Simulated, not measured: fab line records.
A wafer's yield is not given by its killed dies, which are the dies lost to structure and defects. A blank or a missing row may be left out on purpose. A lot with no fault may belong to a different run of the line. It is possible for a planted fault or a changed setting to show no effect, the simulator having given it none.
Chamber matching -- flow sky130 -- 4 sister chambers for SKY_FIELD_ISO_CMP_27 on cmp-01
The step polishes, stops on Si3N4, t overpolish 16 s, target thk 457.8 nm. 16 wafers are shown with their chamber, then 8 later ones without.

== WAFERS WITH THEIR CHAMBER ==
wafer,chamber,motor-current-A (A),time-to-endpoint-s (s),overpolish-run-s (s)
L074.1,1,11.0,111,16.015
L074.2,0,14.1,109,15.991
L074.3,3,10.4,111,15.996
L075.2,0,13.8,113,16.015
L075.3,2,10.7,110,16.015
L075.6,3,10.2,112,15.990
L076.1,2,11.1,110,16.012
L076.5,0,14.0,107,16.009
L076.6,1,11.8,113,15.997
L083.1,3,10.1,109,15.996
L083.2,1,11.0,111,16.002
L083.5,2,10.4,110,15.992
L086.2,1,11.1,109,15.995
L086.4,2,10.8,108,15.996
L086.6,2,10.7,108,16.009
L091.3,3,10.1,110,16.002

SIGNATURES (averages over the wafers above)
reading,chamber 0,chamber 1,chamber 2,chamber 3,scatter within a chamber
motor-current-A,13.967,11.225,10.740,10.200,0.259
time-to-endpoint-s,109.67,111.00,109.20,110.50,1.74
overpolish-run-s,16.00500,16.00225,16.00480,15.99600,0.00932
Rule: for a wafer and a chamber, the distance is found by dividing, reading by reading, the gap between the wafer's reading and the chamber's mean by the reading's scatter, squaring, summing and taking the root. The wafer belongs to the nearest chamber; if the next one is less than 2 further off, it can't be placed. The scatter is the square root of a quotient: the sum, over the shown wafers, of each reading's squared deviation from its chamber's mean, divided by wafers minus chambers.

== WAFERS WHOSE CHAMBER IS MISSING ==
wafer,motor-current-A (A),time-to-endpoint-s (s),overpolish-run-s (s)
L091.5,13.9,114,15.995
L091.6,11.4,116,15.989
L095.1,11.1,102,16.002
L095.3,10.7,105,16.014
L095.6,10.9,111,16.006
L096.1,10.9,108,16.007
L096.3,13.6,110,15.999
L096.4,11.2,111,15.996

== WHICH CHAMBER EACH WENT THROUGH ==
wafer,from the rows above,in truth
L091.5,0,0
L091.6,can't be placed: 1 or 2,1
L095.1,can't be placed: 2 or 1 or 3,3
L095.3,can't be placed: 2 or 3 or 1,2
L095.6,can't be placed: 2 or 1 or 3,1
L096.1,can't be placed: 2 or 1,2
L096.3,0,0
L096.4,can't be placed: 1 or 2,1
Placed correctly: 2 of 8. Cannot be placed on the basis of these rows: 6; the candidates contain the true chamber in 6. Wrongly placed: 0.
